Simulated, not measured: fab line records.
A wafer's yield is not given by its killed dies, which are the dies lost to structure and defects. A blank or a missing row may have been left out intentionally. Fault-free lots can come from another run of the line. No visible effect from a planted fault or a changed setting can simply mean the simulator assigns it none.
What tool caused it? + flow gf180mcu + 14 lots, 36 wafers sampled, at 4 steps of a route of 602

## WHAT THE GAUGES SHOWED, per wafer
GF_STI_THK_MEAS_30.
| lot  | measured    | on           | STI_OXIDATION_02_THK (nm) |
|------|-------------|--------------|---------------------------|
| L448 | day 2 21:23 | filmMetro-02 | 10.18 10.26 10.16         |
| L449 | day 3 02:27 | filmMetro-02 | 10.31 10.32               |
| L450 | day 3 07:08 | filmMetro-04 | 9.94 10.22 10.11          |
| L451 | day 3 14:00 | filmMetro-02 | 9.60 9.79 9.76            |
| L452 | day 3 18:20 | filmMetro-01 | 9.92 9.87 9.98            |
| L453 | day 3 23:50 | filmMetro-01 | 9.89 9.80                 |
| L454 | day 4 07:10 | filmMetro-01 | 9.72 9.65                 |
| L455 | day 4 15:39 | filmMetro-02 | 9.81 10.02                |
| L463 | day 6 03:32 | filmMetro-02 | 10.01 9.91                |
| L464 | day 6 07:46 | filmMetro-02 | 10.08 9.92 9.97           |
| L465 | day 6 13:26 | filmMetro-02 | 9.82 9.89 9.89            |
| L466 | day 6 19:12 | filmMetro-02 | 10.06 9.94 10.00          |
| L467 | day 6 22:56 | filmMetro-04 | 9.95 9.92                 |
| L468 | day 7 04:48 | filmMetro-02 | 10.09 10.14 10.06         |

GF_POLY_GATE_CD_MEAS_10 targets a cd of 280 nm.
| lot  | measured     | on       | cdNm (nm)         |
|------|--------------|----------|-------------------|
| L448 | day 9 23:37  | cdSem-01 | 281.9 280.5 280.3 |
| L449 | day 10 06:08 | cdSem-01 | 280.5 281.0       |
| L450 | day 10 09:54 | cdSem-02 | 280.9 281.1 281.0 |
| L451 | day 10 22:26 | cdSem-02 | 281.8 280.9 281.9 |
| L452 | day 11 04:28 | cdSem-01 | 282.1 280.6 281.6 |
| L453 | day 11 12:32 | cdSem-02 | 233.9 279.8       |
| L454 | day 11 20:45 | cdSem-01 | 233.0 279.4       |
| L455 | day 12 19:44 | cdSem-02 | 232.1 279.6       |
| L463 | day 14 09:50 | cdSem-02 | 279.8 278.7       |
| L464 | day 14 18:38 | cdSem-02 | 278.2 278.6 277.9 |
| L465 | day 15 01:53 | cdSem-02 | 279.1 280.3 280.7 |
| L466 | day 15 09:34 | cdSem-01 | 278.1 277.9 277.5 |
| L467 | day 15 14:59 | cdSem-02 | 280.4 279.3       |
| L468 | day 15 23:43 | cdSem-02 | 279.1 280.0 279.9 |

## EACH LOT AND THE TOOL THAT RAN IT (in order: tool; ch and the chambers of the sampled wafers; start)
| lot  | GF_VT_IMPLANT_STRIP_42              | GF_POLY_GATE_EXPOSE_07           |
|------|-------------------------------------|----------------------------------|
| L448 | plasmaAsher-03 ch 0,1, day 8 08:30  | krfScanner-01 ch 0, day 9 15:04  |
| L449 | plasmaAsher-03 ch 0,1, day 8 13:50  | krfScanner-02 ch 0, day 9 21:29  |
| L450 | plasmaAsher-01 ch 0,1, day 8 16:52  | krfScanner-02 ch 0, day 10 00:50 |
| L451 | plasmaAsher-02 ch 0,1, day 9 05:10  | krfScanner-01 ch 0, day 10 13:02 |
| L452 | plasmaAsher-03 ch 0,1, day 9 09:51  | krfScanner-01 ch 0, day 10 19:16 |
| L453 | plasmaAsher-03 ch 0,1, day 9 18:01  | krfScanner-02 ch 0, day 11 03:23 |
| L454 | plasmaAsher-02 ch 1, day 10 02:31   | krfScanner-02 ch 0, day 11 12:13 |
| L455 | plasmaAsher-03 ch 0,1, day 10 16:19 | krfScanner-02 ch 0, day 12 10:44 |
| L463 | plasmaAsher-03 ch 0,1, day 12 11:31 | krfScanner-01 ch 0, day 13 23:22 |
| L464 | plasmaAsher-01 ch 0,1, day 12 19:37 | krfScanner-01 ch 0, day 14 08:40 |
| L465 | plasmaAsher-03 ch 0,1, day 13 01:49 | krfScanner-02 ch 0, day 14 15:35 |
| L466 | plasmaAsher-01 ch 1, day 13 10:01   | krfScanner-01 ch 0, day 14 23:05 |
| L467 | plasmaAsher-02 ch 0,1, day 13 14:22 | krfScanner-01 ch 0, day 15 04:20 |
| L468 | plasmaAsher-03 ch 0,1, day 13 20:59 | krfScanner-02 ch 0, day 15 12:37 |
- GF_VT_IMPLANT_STRIP_42: strips in O2/N2.
- GF_POLY_GATE_EXPOSE_07: exposes mask Poly2, target cd 280 nm.

## WHAT THE TOOLS THEMSELVES READ (means of the sampled wafers that have a number; where no wafer has one, the mark that the record gives instead)
GF_VT_IMPLANT_STRIP_42.
| lot  | tool           | drypumpMotorCurrentA (A) | heaterPowerW (W) | o2FlowSccm (sccm) | oesProductAu (a.u.) | stripTimeToEndpointS (s) |
|------|----------------|--------------------------|------------------|-------------------|---------------------|--------------------------|
| L448 | plasmaAsher-03 | 5.34                     | 307              | 2998              | 0.718               | 12.58                    |
| L449 | plasmaAsher-03 | 5.30                     | 320              | 3002              | 0.712               | 12.66                    |
| L450 | plasmaAsher-01 | 5.59                     | 320              | 2993              | 0.716               | 12.64                    |
| L451 | plasmaAsher-02 | 5.34                     | 350              | 3001              | 0.718               | 12.64                    |
| L452 | plasmaAsher-03 | 5.34                     | 302              | 2984              | 0.718               | 12.64                    |
| L453 | plasmaAsher-03 | 5.32                     | 318              | 3010              | 0.715               | 12.68                    |
| L454 | plasmaAsher-02 | 5.22                     | 330              | 2991              | 0.716               | 12.64                    |
| L455 | plasmaAsher-03 | 5.31                     | 311              | 3002              | 0.719               | 12.64                    |
| L463 | plasmaAsher-03 | 5.31                     | 316              | 2998              | 0.714               | 12.59                    |
| L464 | plasmaAsher-01 | 5.62                     | 363              | 2999              | 0.711               | 12.68                    |
| L465 | plasmaAsher-03 | 5.32                     | 328              | 3004              | 0.709               | 12.59                    |
| L466 | plasmaAsher-01 | 5.53                     | 284              | 2992              | 0.721               | 12.65                    |
| L467 | plasmaAsher-02 | 5.42                     | 364              | 3002              | 0.720               | 12.64                    |
| L468 | plasmaAsher-03 | 5.30                     | 323              | 3015              | 0.718               | 12.65                    |

## THE ANSWER, worked out from the rows above alone
Rule: the usual values come from the lots themselves. The widest of any qualifying gaps counts: lots, ordered by their means at a reading, are off when they make up no more than a third of the lots, leave a main group of 4 or more, and stand apart from it by 3 or more times the standard deviation of that group's means. Not used: any main group whose means are identical at the precision the tables above print for the reading. Also off: a lot with no number at a reading for which 4 or more lots have one. Any other lot the step has rows for is counted as sound. First the gauges in route order, then the tools' own readings, where a lot's mean is used as printed above. The first step at which some lot is off is used, and at that step the reading that is off furthest; a lot without a number counts as furthest.
Off: L453, L454, L455, at GF_POLY_GATE_CD_MEAS_10 (cdNm). The main group has a mean of 280.0 nm with a standard deviation of 1.2.
If a tool, at a process step before that reading, ran all the lots that are off and no sound lot after the first of them, it fits. Those tools and the gauges at GF_POLY_GATE_CD_MEAS_10 are tried in the same way. No candidate that was tried fits.

## WHAT THE SIMULATOR HAD INSERTED
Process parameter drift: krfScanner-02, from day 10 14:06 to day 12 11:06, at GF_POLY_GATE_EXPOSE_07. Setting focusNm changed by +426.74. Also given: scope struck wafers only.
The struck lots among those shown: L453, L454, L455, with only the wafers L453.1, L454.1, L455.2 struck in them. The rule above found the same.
